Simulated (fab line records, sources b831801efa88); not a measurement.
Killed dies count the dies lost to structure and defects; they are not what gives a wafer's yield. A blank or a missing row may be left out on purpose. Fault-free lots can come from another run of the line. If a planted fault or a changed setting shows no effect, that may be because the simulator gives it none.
fab line records ; flow sky130
record lots=7; wafers=21; last-day=50
route steps=708 shown LDD_HVN@274 LDD_HVP@278 LDD_LDN@289 PAD_OPEN@708
lots that met no fault: taken from a fault-free run of the same line
start-h: start of the lot's first displayed wafer, in hours after the record's first day ; wait-h: time in hours since the lot's previous step ; " same as the row above ; L1.1+2: a row that stands for several wafers ; - no value present, or no start provided ; * or withheld: withheld ; < > ~ a bound
route shown NAME@n: names a module that has steps shown in the file, with the first one's number in the route ; usual: mean and standard deviation over wafers with no fault ; same: alike in all rows ; chamber/n: place in a boat ; sites: each site's reading ; _std_site: their standard deviation ; _edge_site: the outer-site mean with the inner-site mean subtracted ; radius-mm: how far each site lies from the wafer's centre ; mask NAME#n: copy n ; behind: the last tool/chamber to shape the wafer ; hold: reason for holding the lot/hours on hold/outcome of the hold ; device: the n, p or np transistor that did not switch ; end of line: the route-end tests of the same wafers ; step lacking rows: just its recipe ; killed: dies lost to structure and defects at the first sort, not the wafer's yield ; map: a wafer's dies, marking killed ones x, the rest . and places with no die _
set.NAME: the setting that was run; set.NAME@STEP: the one run at that earlier step ; model.NAME: the simulator's own value behind a step, which no gauge read
lots at selected steps of the route; one table per step, one row per wafer
services: when a tool's chamber went out of use (start-h, in hours from the record's first day, below 0 if earlier), for how many hours, and the reason
## steps
# step SKY_LDD_HVN_OVL_MEAS_07
# usual LDD_HVN_OVL=-1.2/1.4
lot.wafer;tool;chamber;start-h;wait-h;LDD_HVN_OVL[nm]
L757.1;overlay-02;-;497.03;0.1;0.2
L757.3;overlay-02;-;497.03;0.1;0.0
L757.5;overlay-02;-;497.03;0.1;0.2
L758.1;overlay-02;-;516.73;0.1;-1.0
L758.3;overlay-02;-;516.73;0.1;-2.2
L758.5;overlay-02;-;516.73;0.1;-2.9
L760.1;overlay-02;-;536.90;0.1;-3.5
L760.2;overlay-02;-;536.90;0.1;-1.5
L760.3;overlay-02;-;536.90;0.1;-3.9
L762.1;overlay-01;-;556.73;0.1;-3.0
L762.2;overlay-01;-;556.73;0.1;-4.3
L762.6;overlay-01;-;556.73;0.1;-2.1
L770.4;overlay-01;-;625.68;0.1;-1.2
L770.5;overlay-01;-;625.68;0.1;0.3
L770.6;overlay-01;-;625.68;0.1;-2.0
L772.2;overlay-01;-;633.11;0.1;1.9
L772.3;overlay-01;-;633.11;0.1;-0.2
L772.5;overlay-01;-;633.11;0.1;-1.7
L771.1;overlay-01;-;636.11;0.1;0.2
L771.2;overlay-01;-;636.11;0.1;2.0
L771.6;overlay-01;-;636.11;0.1;1.3
# step SKY_LDD_HVN_IMPLANT_08
# recipe species=P; energy-kev=60; dose-cm2=3e+13; tilt-deg=40
# step SKY_LDD_HVN_STRIP_09
# recipe chemistry=O2/N2; power-w=1400; pressure-mtorr=1500; platen-temp-c=withheld; o2-flow-sccm=3000; n2-flow-sccm=300; overash-fraction=0.5
# usual drypump-motor-current-A=5.5/0.35; oes-product-au=0.408/0.0041; strip-time-to-endpoint-s=4.137/0.013
lot.wafer;tool;chamber;start-h;wait-h;drypump-motor-current-A;oes-product-au;rf-hours-counter-h;strip-time-to-endpoint-s
L757.1;plasma-asher-02;1;497.22;0.1;4.8;0.404;59;4.122
L757.3;plasma-asher-02;1;497.22;0.1;4.7;0.410;-;4.140
L757.5;plasma-asher-02;0;497.22;0.1;5.8;0.409;-;4.145
L758.1;plasma-asher-02;0;516.92;0.1;5.8;0.412;61;4.104
L758.3;plasma-asher-02;1;516.92;0.1;4.7;0.405;-;4.140
L758.5;plasma-asher-02;1;516.92;0.1;4.7;0.409;-;4.152
L760.1;plasma-asher-04;1;537.09;0.1;5.3;0.409;45;4.145
L760.2;plasma-asher-04;0;537.09;0.1;5.8;0.412;45;4.161
L760.3;plasma-asher-04;1;537.09;0.1;5.4;0.407;-;4.156
L762.1;plasma-asher-01;1;556.92;0.1;5.5;0.408;89;4.127
L762.2;plasma-asher-01;0;556.92;0.1;5.6;0.412;89;4.138
L762.6;plasma-asher-01;1;556.92;0.1;5.5;0.401;-;4.144
L770.4;plasma-asher-02;1;625.88;0.1;4.7;0.411;-;4.136
L770.5;plasma-asher-02;1;625.88;0.1;4.7;0.412;-;4.151
L770.6;plasma-asher-02;0;625.88;0.1;5.8;0.413;-;4.125
L772.2;plasma-asher-04;0;633.29;0.1;5.8;0.412;54;4.163
L772.3;plasma-asher-04;1;633.29;0.1;5.3;0.410;-;4.136
L772.5;plasma-asher-04;1;633.29;0.1;5.3;0.403;-;4.147
L771.1;plasma-asher-02;1;636.30;0.1;4.8;0.420;73;4.164
L771.2;plasma-asher-02;0;636.30;0.1;5.8;0.413;73;4.144
L771.6;plasma-asher-02;1;636.30;0.1;4.8;0.411;-;4.155
# step SKY_LDD_HVN_TW_MEAS_10
# usual LDD_HVN_TW=1436/11
lot.wafer;tool;chamber;start-h;wait-h;LDD_HVN_TW
L757.1;film-metro-03;-;497.32;0.1;1432
L757.3;film-metro-03;-;497.32;0.1;1439
L757.5;film-metro-03;-;497.32;0.1;1431
L758.1;film-metro-04;-;517.02;0.1;1441
L758.3;film-metro-04;-;517.02;0.1;1437
L758.5;film-metro-04;-;517.02;0.1;1442
L760.1;film-metro-03;-;537.19;0.1;1439
L760.2;film-metro-03;-;537.19;0.1;1435
L760.3;film-metro-03;-;537.19;0.1;1447
L762.1;film-metro-01;-;557.02;0.1;1449
L762.2;film-metro-01;-;557.02;0.1;1443
L762.6;film-metro-01;-;557.02;0.1;1451
L770.4;film-metro-04;-;625.98;0.1;1418
L770.5;film-metro-04;-;625.98;0.1;1432
L770.6;film-metro-04;-;625.98;0.1;1433
L772.2;film-metro-03;-;633.40;0.1;1436
L772.3;film-metro-03;-;633.40;0.1;1425
L772.5;film-metro-03;-;633.40;0.1;1433
L771.1;film-metro-03;-;636.40;0.1;1426
L771.2;film-metro-03;-;636.40;0.1;1424
L771.6;film-metro-03;-;636.40;0.1;1429
# step SKY_LDD_HVP_DEHYDRATE_00
# recipe temp-c=200; time-s=60
# step SKY_LDD_HVP_HMDS_01
# recipe prime-time-s=60; prime-temp-c=120
# step SKY_LDD_HVP_COAT_02
# recipe resist=NOVOLAK; spin-rpm=3000; resist-thk-nm=300
# step SKY_LDD_HVP_SOFTBAKE_03
# recipe temp-c=90; time-s=60; resist=NOVOLAK
# step SKY_LDD_HVP_EXPOSE_04
# recipe mask-id=HVPTM; na=0.6; source-shape=conventional; sigma-outer=0.6; polarization=unpolarized; target-cd-nm=700; dose-mj=86
# step SKY_LDD_HVP_PEB_05
# recipe temp-c=withheld; time-s=*; resist=NOVOLAK
# step SKY_LDD_HVP_DEVELOP_06
# recipe resist=NOVOLAK; developer=TMAH; develop-time-s=60; dev-temp-c=23
# step SKY_LDD_HVP_OVL_MEAS_07
# usual LDD_HVP_OVL=1.2/1.2
lot.wafer;tool;chamber;start-h;wait-h;LDD_HVP_OVL[nm]
L757.1;overlay-02;-;527.88;0.1;1.3
L757.3;overlay-02;-;527.88;0.1;0.2
L757.5;overlay-02;-;527.88;0.1;0.9
L758.1;overlay-02;-;547.01;0.1;0.7
L758.3;overlay-02;-;547.01;0.1;2.3
L758.5;overlay-02;-;547.01;0.1;2.4
L760.1;overlay-02;-;567.17;0.1;3.6
L760.2;overlay-02;-;567.17;0.1;0.7
L760.3;overlay-02;-;567.17;0.1;4.1
L762.1;overlay-01;-;586.72;0.1;0.8
L762.2;overlay-01;-;586.72;0.1;-0.5
L762.6;overlay-01;-;586.72;0.1;0.1
L770.4;overlay-01;-;654.79;0.1;2.1
L770.5;overlay-01;-;654.79;0.1;1.0
L770.6;overlay-01;-;654.79;0.1;2.0
L772.2;overlay-01;-;661.47;0.1;2.0
L772.3;overlay-01;-;661.47;0.1;2.5
L772.5;overlay-01;-;661.47;0.1;3.1
L771.1;overlay-01;-;664.41;0.1;0.7
L771.2;overlay-01;-;664.41;0.1;0.8
L771.6;overlay-01;-;664.41;0.1;3.0
# step SKY_LDD_HVP_IMPLANT_08
# recipe species=B; energy-kev=20; dose-cm2=1.7e+13; tilt-deg=17.9
# usual dose-ions-cm2=1.7e+13/2.1e+10; faraday-current-uA=95.7/1.9
# same implant-ion-amu=11
lot.wafer;tool;chamber;start-h;wait-h;dose-ions-cm2;faraday-current-uA
L757.1;implanter-02;0;527.92;0.0;1.6975e+13;95.3
L757.3;implanter-02;0;527.92;0.0;1.6985e+13;98.5
L757.5;implanter-02;0;527.92;0.0;1.6975e+13;95.3
L758.1;implanter-01;0;547.05;0.0;1.7003e+13;94.2
L758.3;implanter-01;0;547.05;0.0;1.7045e+13;97.7
L758.5;implanter-01;0;547.05;0.0;1.7037e+13;96.4
L760.1;implanter-04;0;567.20;0.0;1.7014e+13;94.6
L760.2;implanter-04;0;567.20;0.0;1.6992e+13;97.2
L760.3;implanter-04;0;567.20;0.0;1.7032e+13;97.3
L762.1;implanter-01;0;586.75;0.0;1.6994e+13;99.7
L762.2;implanter-01;0;586.75;0.0;1.6966e+13;94.7
L762.6;implanter-01;0;586.75;0.0;1.698e+13;95.0
L770.4;implanter-04;0;654.88;0.1;8.9618e+13;498.2
L770.5;implanter-04;0;654.88;0.1;8.9612e+13;495.9
L770.6;implanter-04;0;654.88;0.1;8.964e+13;492.7
L772.2;implanter-04;0;661.53;0.0;8.9634e+13;491.2
L772.3;implanter-04;0;661.53;0.0;8.964e+13;525.0
L772.5;implanter-04;0;661.53;0.0;8.9612e+13;507.6
L771.1;implanter-04;0;664.45;0.0;8.9636e+13;506.2
L771.2;implanter-04;0;664.45;0.0;8.9675e+13;506.8
L771.6;implanter-04;0;664.45;0.0;8.9644e+13;518.7
# step SKY_LDD_HVP_STRIP_09
# recipe chemistry=O2/N2; power-w=1400; pressure-mtorr=1500; platen-temp-c=withheld; o2-flow-sccm=3000; n2-flow-sccm=300; overash-fraction=0.5
# usual drypump-motor-current-A=5.4/0.4; oes-product-au=0.408/0.0041; strip-time-to-endpoint-s=4.133/0.015
lot.wafer;tool;chamber;start-h;wait-h;drypump-motor-current-A;oes-product-au;rf-hours-counter-h;strip-time-to-endpoint-s
L757.1;plasma-asher-04;1;528.07;0.1;5.4;0.408;44;4.136
L757.3;plasma-asher-04;1;528.07;0.1;5.4;0.406;-;4.141
L757.5;plasma-asher-04;0;528.07;0.1;5.8;0.409;-;4.126
L758.1;plasma-asher-04;0;547.20;0.1;5.8;0.404;46;4.160
L758.3;plasma-asher-04;1;547.20;0.1;5.4;0.413;-;4.162
L758.5;plasma-asher-04;1;547.20;0.1;5.4;0.409;-;4.146
L760.1;plasma-asher-03;1;567.35;0.1;5.6;0.408;14;4.153
L760.2;plasma-asher-03;0;567.35;0.1;5.6;0.410;14;4.141
L760.3;plasma-asher-03;1;567.35;0.1;5.6;0.411;-;4.134
L762.1;plasma-asher-02;1;586.90;0.1;4.7;0.413;68;4.131
L762.2;plasma-asher-02;0;586.90;0.1;5.8;0.406;68;4.128
L762.6;plasma-asher-02;1;586.90;0.1;4.7;0.409;-;4.131
L770.4;plasma-asher-02;1;654.99;0.1;4.8;0.407;-;4.139
L770.5;plasma-asher-02;0;654.99;0.1;5.8;0.405;-;4.159
L770.6;plasma-asher-02;1;654.99;0.1;4.7;0.406;-;4.163
L772.2;plasma-asher-02;0;661.65;0.1;5.8;0.403;76;4.113
L772.3;plasma-asher-02;0;661.65;0.1;5.8;0.402;-;4.116
L772.5;plasma-asher-02;0;661.65;0.1;5.8;0.401;-;4.125
L771.1;plasma-asher-03;0;664.60;0.1;5.6;0.405;22;4.110
L771.2;plasma-asher-03;1;664.60;0.1;5.6;0.409;22;4.126
L771.6;plasma-asher-03;0;664.60;0.1;5.5;0.407;-;4.121
# step SKY_LDD_HVP_TW_MEAS_10
# usual LDD_HVP_TW=455/4.4
lot.wafer;tool;chamber;start-h;wait-h;LDD_HVP_TW
L757.1;film-metro-02;-;528.17;0.1;446
L757.3;film-metro-02;-;528.17;0.1;449
L757.5;film-metro-02;-;528.17;0.1;447
L758.1;film-metro-02;-;547.30;0.1;448
L758.3;film-metro-02;-;547.30;0.1;448
L758.5;film-metro-02;-;547.30;0.1;451
L760.1;film-metro-02;-;567.45;0.1;448
L760.2;film-metro-02;-;567.45;0.1;450
L760.3;film-metro-02;-;567.45;0.1;448
L762.1;film-metro-01;-;587.00;0.1;461
L762.2;film-metro-01;-;587.00;0.1;463
L762.6;film-metro-01;-;587.00;0.1;463
L770.4;film-metro-04;-;655.08;0.1;759
L770.5;film-metro-04;-;655.08;0.1;762
L770.6;film-metro-04;-;655.08;0.1;765
L772.2;film-metro-01;-;661.76;0.1;774
L772.3;film-metro-01;-;661.76;0.1;774
L772.5;film-metro-01;-;661.76;0.1;775
L771.1;film-metro-02;-;664.70;0.1;763
L771.2;film-metro-02;-;664.70;0.1;767
L771.6;film-metro-02;-;664.70;0.1;759
# step SKY_LDD_LDN_DEHYDRATE_00
# recipe temp-c=200; time-s=60
# step SKY_PAD_OPEN_PROBE_99
# usual killed_at_M0_to_M3=44/7; killed_at_M4_up=3.0/1.7; killed-at-contacts=24/5.2; killed-at-front-end=15/4.8; killed-at-other=0.2/0.56; killed-dies=86/9.7; killed-open=47/7.1; killed-short=39/6.3
# same gross-dies=492; killed-at-back-side=0
lot.wafer;tool;chamber;start-h;wait-h;killed_at_M0_to_M3;killed_at_M4_up;killed-at-contacts;killed-at-front-end;killed-at-other;killed-dies;killed-open;killed-short;model.etest.tip_p_5v.rs-ohm-sq;model.etest.pfet-g5v0d10v5.r-on-ohm-um;model.etest.pfet-g5v0d10v5.drive-ua-um;model.etest.tip_p_5v.rs-ohm-sq-range;model.etest.res-pdiff-hv.rs-ohm-sq;model.etest.pfet_16v.drive-ua-um;model.etest.pfet-g5v0d10v5.off-log10-a-um;model.etest.ring_5v.delay-ps
L757.1;prober-02;-;1102.75;0.1;48;2;23;12;0;85;50;35;2875;4744;342.2;85.66;191.2;251;-12.61;44.78
L757.3;prober-02;-;1102.85;0.2;51;5;22;12;0;90;41;49;2870;4769;339.7;115.9;191.4;245.4;-12.35;45.24
L757.5;prober-02;-;1102.95;0.2;36;2;26;11;0;75;52;23;2868;4691;347.6;68.57;189.9;248.2;-12.34;43.94
L758.1;prober-01;-;1112.04;0.1;41;8;34;24;0;107;53;51;2880;4765;343.4;58.39;189.8;241.6;-12.42;44.73
L758.3;prober-01;-;1112.14;0.2;42;5;32;14;0;93;50;43;2885;4660;350.3;61.84;190.8;243;-12.23;43.94
L758.5;prober-01;-;1112.24;0.2;32;2;28;25;0;87;57;30;2873;4746;345.5;104;190.9;238;-12.48;44.29
L760.1;prober-02;-;1127.88;0.1;58;2;43;11;0;114;52;62;2856;4778;338.1;76.36;194.7;248;-12.74;45.06
L760.2;prober-02;-;1127.93;0.1;46;4;32;15;0;97;45;52;2843;4771;344.3;69.31;196;244.9;-12.36;44.73
L760.3;prober-02;-;1127.98;0.2;37;4;30;14;0;85;42;43;2857;4834;342.4;118.2;194.9;247.8;-12.58;44.28
L762.1;prober-01;-;1139.41;0.1;38;4;32;22;0;96;54;42;2865;4788;340.6;75.97;190.1;247.4;-12.74;44.65
L762.2;prober-01;-;1139.46;0.1;30;1;27;18;0;76;47;29;2862;4846;336.6;90.33;191;245;-12.62;44.43
L762.6;prober-01;-;1139.66;0.2;41;2;27;21;0;91;51;40;2840;4866;339.1;58.22;191.5;246.3;-12.69;44.57
L770.4;prober-02;-;1182.81;0.2;44;4;26;13;0;87;45;42;871.9;4038;406.4;23.53;179.7;254.8;-9.142;42.35
L770.5;prober-02;-;1182.86;0.2;36;5;23;14;0;78;36;42;871.5;4000;410.4;25.28;180.6;258.9;-8.6;42.07
L770.6;prober-02;-;1182.91;0.2;43;3;25;12;0;83;47;35;880.2;3990;407.8;31.15;181.1;259.2;-8.93;41.9
L772.2;prober-01;-;1187.80;0.1;47;2;30;23;1;103;64;37;878.4;4079;401.1;27.6;177.7;253;-9.907;42.66
L772.3;prober-01;-;1187.85;0.2;39;3;26;17;0;85;45;40;873.6;4005;402.8;19.76;177.9;250.3;-9.845;42.04
L772.5;prober-01;-;1187.95;0.2;37;3;18;17;0;75;34;41;883.2;4061;401.4;22.4;177.7;252.8;-9.768;42.66
L771.1;prober-02;-;1189.03;0.1;39;3;35;11;0;88;49;39;869.8;3900;412.2;25;176.9;254.4;-9.368;42.43
L771.2;prober-02;-;1189.08;0.1;47;3;27;18;1;96;54;42;872.1;3948;413.5;26.81;176.2;256.9;-9.543;42.88
L771.6;prober-02;-;1189.28;0.2;35;3;14;22;0;74;36;38;868.6;3960;409.4;15.93;177;252.9;-9.596;42.5
# killed by level:class
L757.1 VIA2:geometric-particle:open=11 METAL1:geometric-particle:short=8 CONTACT:geometric-particle:open=7 VIA1:geometric-particle:open=7 VIA3:geometric-particle:open=7 FIELD_ISO:geometric-particle:open=6 LI_CONTACT:geometric-particle:open=6 CONTACT:geometric-particle:short=6
L757.3 VIA1:geometric-particle:open=15 METAL1:geometric-particle:short=9 VIA1:geometric-particle:short=7 METAL2:geometric-particle:short=6 VIA2:geometric-particle:open=6 FIELD_ISO:geometric-particle:short=5 LI_CONTACT:geometric-particle:open=5 LOCAL_INTERCONNECT:geometric-particle:short=5
L757.5 LI_CONTACT:geometric-particle:open=11 CONTACT:geometric-particle:open=9 VIA1:geometric-particle:open=9 VIA3:geometric-particle:open=7 VIA2:geometric-particle:open=6 FIELD_ISO:geometric-particle:open=4 METAL2:geometric-particle:short=4 CONTACT:geometric-particle:short=3
L758.1 CONTACT:geometric-particle:short=10 CONTACT:geometric-particle:open=10 LI_CONTACT:geometric-particle:open=9 METAL2:geometric-particle:short=9 VIA1:geometric-particle:open=8 FIELD_ISO:geometric-particle:open=7 POLY_GATE:geometric-particle:short=7 VIA2:geometric-particle:open=6
L758.3 VIA1:geometric-particle:open=11 LI_CONTACT:geometric-particle:open=9 CONTACT:geometric-particle:open=9 VIA3:geometric-particle:open=9 FIELD_ISO:geometric-particle:short=6 METAL3:geometric-particle:short=6 CONTACT:geometric-particle:short=5 METAL1:geometric-particle:short=5
L758.5 CONTACT:geometric-particle:open=12 LI_CONTACT:geometric-particle:open=9 VIA1:geometric-particle:open=9 VIA2:geometric-particle:open=8 FIELD_ISO:geometric-particle:open=7 FIELD_ISO:geometric-particle:short=6 VIA3:geometric-particle:open=4 POLY_GATE:geometric-particle:open=4
L760.1 VIA1:geometric-particle:open=13 METAL1:geometric-particle:short=12 CONTACT:geometric-particle:open=11 LI_CONTACT:geometric-particle:short=9 CONTACT:geometric-particle:short=8 LI_CONTACT:geometric-particle:open=7 LOCAL_INTERCONNECT:geometric-particle:short=7 METAL3:geometric-particle:short=7
L760.2 CONTACT:geometric-particle:open=10 LI_CONTACT:geometric-particle:short=9 VIA1:geometric-particle:short=9 VIA1:geometric-particle:open=9 METAL3:geometric-particle:short=7 CONTACT:geometric-particle:short=6 METAL1:geometric-particle:short=6 VIA2:geometric-particle:open=6
L760.3 CONTACT:geometric-particle:open=14 VIA1:geometric-particle:open=11 METAL2:geometric-particle:short=7 LOCAL_INTERCONNECT:geometric-particle:short=6 CONTACT:geometric-particle:short=6 FIELD_ISO:geometric-particle:short=5 POLY_GATE:geometric-particle:short=5 VIA1:geometric-particle:short=5
L762.1 VIA1:geometric-particle:open=13 CONTACT:geometric-particle:open=12 METAL2:geometric-particle:short=9 FIELD_ISO:geometric-particle:open=7 CONTACT:geometric-particle:short=6 LI_CONTACT:geometric-particle:open=5 FIELD_ISO:geometric-particle:short=4 POLY_GATE:geometric-particle:short=4
L762.2 CONTACT:geometric-particle:open=12 VIA1:geometric-particle:open=9 FIELD_ISO:geometric-particle:open=6 LI_CONTACT:geometric-particle:open=6 VIA2:geometric-particle:open=5 FIELD_ISO:geometric-particle:short=4 VIA1:geometric-particle:short=4 POLY_GATE:geometric-particle:open=4
L762.6 VIA1:geometric-particle:open=11 POLY_GATE:geometric-particle:open=8 CONTACT:geometric-particle:short=8 CONTACT:geometric-particle:open=8 LI_CONTACT:geometric-particle:open=6 VIA2:geometric-particle:open=6 FIELD_ISO:geometric-particle:open=5 VIA3:geometric-particle:open=5
L770.4 VIA1:geometric-particle:open=13 LI_CONTACT:geometric-particle:open=7 CONTACT:geometric-particle:open=7 METAL1:geometric-particle:short=7 LOCAL_INTERCONNECT:geometric-particle:short=5 VIA2:geometric-particle:open=5 FIELD_ISO:geometric-particle:short=4 FIELD_ISO:geometric-particle:open=4
L770.5 LOCAL_INTERCONNECT:geometric-particle:short=8 VIA3:geometric-particle:open=8 VIA1:geometric-particle:open=7 VIA1:geometric-particle:short=6 FIELD_ISO:geometric-particle:short=5 METAL3:geometric-particle:short=5 LI_CONTACT:geometric-particle:open=5 METAL4:geometric-particle:short=5
L770.6 VIA1:geometric-particle:open=11 LI_CONTACT:geometric-particle:open=9 VIA1:geometric-particle:short=7 VIA3:geometric-particle:open=7 CONTACT:geometric-particle:open=6 LOCAL_INTERCONNECT:geometric-particle:short=5 VIA2:geometric-particle:open=4 VIA3:geometric-particle:short=4
L772.2 VIA3:geometric-particle:open=12 VIA1:geometric-particle:open=12 CONTACT:geometric-particle:open=8 FIELD_ISO:geometric-particle:open=7 LI_CONTACT:geometric-particle:open=7 CONTACT:geometric-particle:short=7 VIA2:geometric-particle:open=6 POLY_GATE:geometric-particle:open=5
L772.3 VIA1:geometric-particle:open=10 FIELD_ISO:geometric-particle:open=7 LI_CONTACT:geometric-particle:open=7 METAL2:geometric-particle:short=7 LI_CONTACT:geometric-particle:short=5 LOCAL_INTERCONNECT:geometric-particle:short=5 CONTACT:geometric-particle:open=5 METAL1:geometric-particle:short=5
L772.5 VIA1:geometric-particle:open=11 FIELD_ISO:geometric-particle:short=6 LI_CONTACT:geometric-particle:open=5 CONTACT:geometric-particle:short=5 METAL1:geometric-particle:short=5 VIA1:geometric-particle:short=5 FIELD_ISO:geometric-particle:open=4 VIA3:geometric-particle:short=4
L771.1 CONTACT:geometric-particle:open=13 VIA1:geometric-particle:open=11 LI_CONTACT:geometric-particle:open=9 VIA1:geometric-particle:short=7 CONTACT:geometric-particle:short=6 VIA2:geometric-particle:open=5 POLY_GATE:geometric-particle:short=4 LOCAL_INTERCONNECT:geometric-particle:short=4
L771.2 CONTACT:geometric-particle:open=14 VIA1:geometric-particle:open=9 VIA3:geometric-particle:open=9 METAL2:geometric-particle:short=9 FIELD_ISO:geometric-particle:short=6 VIA2:geometric-particle:open=6 POLY_GATE:geometric-particle:short=5 LI_CONTACT:geometric-particle:open=5
L771.6 VIA1:geometric-particle:open=9 METAL1:geometric-particle:short=6 LI_CONTACT:geometric-particle:open=5 POLY_GATE:geometric-particle:short=5 FIELD_ISO:geometric-particle:short=4 VIA3:geometric-particle:open=4 FIELD_ISO:geometric-particle:open=3 SPACER:geometric-particle:open=3
## services
tool;chamber;start-h;hours;kind
implanter-02;-;477.07;6.6;pm
implanter-02;-;496.51;10.0;pm
implanter-02;-;507.72;1.8;repair
implanter-02;-;510.98;8.2;repair
implanter-01;-;522.85;5.2;pm
plasma-asher-03;-;540.34;4.3;pm
implanter-02;-;550.54;0.5;repair
implanter-04;-;552.11;1.3;repair
plasma-asher-04;-;597.73;10.6;repair
plasma-asher-03;-;618.50;5.6;repair
implanter-04;-;636.91;2.9;repair
plasma-asher-03;-;638.39;21.8;repair
implanter-02;-;647.10;3.8;pm
## key
first-sign step=SKY_LDD_HVP_IMPLANT_08; reading=dose-ions-cm2; direction=up; sigmas=99+; usual=*; struck=*
effect step=SKY_LDD_HVP_IMPLANT_08; reading=faraday-current-uA; direction=up; sigmas=99+; usual=95.7; struck=504.7
effect step=SKY_LDD_HVP_TW_MEAS_10; reading=LDD_HVP_TW; direction=up; sigmas=70; usual=455; struck=766
model-effect step=SKY_PAD_OPEN_PROBE_99; value=etest.tip_p_5v.rs-ohm-sq; without=2856; struck=874.4
met-at SKY_LDD_HVP_IMPLANT_08
struck-wafers L770.4,L770.5,L770.6,L771.1,L771.2,L771.6,L772.2,L772.3,L772.5
tester-left-out L770,L771,L772
onset-between 567.20 654.88
fault kind=process-parameter-drift; tool=implanter-04; chamber=-; onset-h=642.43; steps=SKY_LDD_HVP_IMPLANT_08; channel=dose-cm2; offset=*; shape=step; end-h=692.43; acts-in=*; stated=*
# tester-left-out: of these lots the tester's yield and bins aren't shown, on N5 and GAA mostly nor the transistor test; their killed dies are dies lost to structure and defects alone, not to doping, threshold or leakage, so they don't give the yield
